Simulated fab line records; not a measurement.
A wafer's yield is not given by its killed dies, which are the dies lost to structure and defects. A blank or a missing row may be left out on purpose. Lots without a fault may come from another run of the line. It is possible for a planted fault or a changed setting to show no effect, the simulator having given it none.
Which tool was responsible? -- flow sky130 -- 32 wafers from 11 lots sampled at 3 of the route's 708 steps

WHAT THE GAUGES READ, wafer by wafer
SKY_VT_ADJUST_HVTP_TW_MEAS_11.
lot,measured,on,VT_ADJUST_HVTP_TW
L911,day 6 09:35,filmMetro-03,1365 1372 1366
L912,day 6 16:56,filmMetro-03,1368 1367 1378
L920,day 8 15:44,filmMetro-01,1371 1368
L921,day 9 01:28,filmMetro-03,1367 1368 1372
L922,day 9 10:17,filmMetro-02,1357 1346 1354
L924,day 9 22:56,filmMetro-02,1344 1352 1353
L925,day 10 05:48,filmMetro-01,1374 1371 1370
L928,day 11 04:01,filmMetro-02,1355 1359 1362
L929,day 11 06:40,filmMetro-03,1353 1363 1362
L931,day 12 00:38,filmMetro-03,1371 1354 1363
L933,day 12 08:28,filmMetro-01,1367 1366 1363

SKY_VT_ADJUST_LVTN_OVL_MEAS_07.
lot,measured,on,VT_ADJUST_LVTN_OVL (nm)
L911,day 7 05:13,overlay-01,-1.4 -1.1 1.7
L912,day 7 13:07,overlay-01,-1.4 -1.0 -1.1
L920,day 9 13:58,overlay-01,-2.3 -3.6
L921,day 9 23:38,overlay-02,-1.2 -0.5 -0.8
L922,day 10 08:43,overlay-02,0.3 0.3 1.6
L924,day 10 21:51,overlay-02,-0.7 0.7 1.9
L925,day 11 03:55,overlay-02,-0.5 -0.1 -0.5
L928,day 12 03:54,overlay-01,-0.8 -0.3 -1.0
L929,day 12 06:21,overlay-01,-1.5 -1.0 -0.7
L931,day 13 01:02,overlay-02,-0.2 0.3 -0.8
L933,day 13 08:59,overlay-02,-2.3 -0.8 -2.2

SKY_GATE_OXIDE_TW_MEAS_14.
lot,measured,on,GATE_OXIDE_TW
L911,day 14 13:50,filmMetro-04,223.6 222.1 223.0
L912,day 14 20:37,filmMetro-01,224.9 224.5 225.9
L920,day 17 08:27,filmMetro-01,227.2 226.4
L921,day 17 19:51,filmMetro-04,223.2 222.9 222.7
L922,day 18 07:46,filmMetro-01,225.8 225.7 227.2
L924,day 19 01:40,filmMetro-04,222.2 222.3 221.5
L925,day 19 09:13,filmMetro-01,225.2 224.8 224.8
L928,day 20 18:11,filmMetro-03,226.5 227.0 225.3
L929,day 20 20:03,filmMetro-01,225.6 226.0 225.6
L931,day 21 17:51,filmMetro-01,224.1 223.5 224.4
L933,day 22 03:00,filmMetro-03,226.4 225.8 225.4

WHICH TOOL RAN EACH LOT (tool, then ch and the chambers of the sampled wafers, then the start)
The record shows no process step preceding these readings.

AS READ BY THE TOOLS THEMSELVES (means over the sampled wafers that have a number; for cases with no such wafer, the mark the record gives instead)
The record holds no such reading with a usual standard deviation.

THE ANSWER, worked out from the rows above alone
Rule: the lots themselves supply what counts as usual. The widest of any qualifying gaps counts: lots, ordered by their means at a reading, are off when they make up no more than a third of the lots, leave a main group of 4 or more, and stand apart from it by 3 or more times the standard deviation of that group's means. If all means in a main group match to the digits the tables above print for the reading, that group is not used. A lot without any number at a reading at which 4 lots or more have one is off too. Where the step has rows for the other lots, those lots are counted as sound. Order of review: gauges by route order, followed by the tools' own readings, for which a lot's mean as printed above is used. The first step at which some lot is off is used, and at that step the reading that is off furthest; a lot without a number counts as furthest.
No lot is off on any of the readings shown, so nothing can be concluded from this.

WHAT WAS PUT IN BY THE SIMULATOR
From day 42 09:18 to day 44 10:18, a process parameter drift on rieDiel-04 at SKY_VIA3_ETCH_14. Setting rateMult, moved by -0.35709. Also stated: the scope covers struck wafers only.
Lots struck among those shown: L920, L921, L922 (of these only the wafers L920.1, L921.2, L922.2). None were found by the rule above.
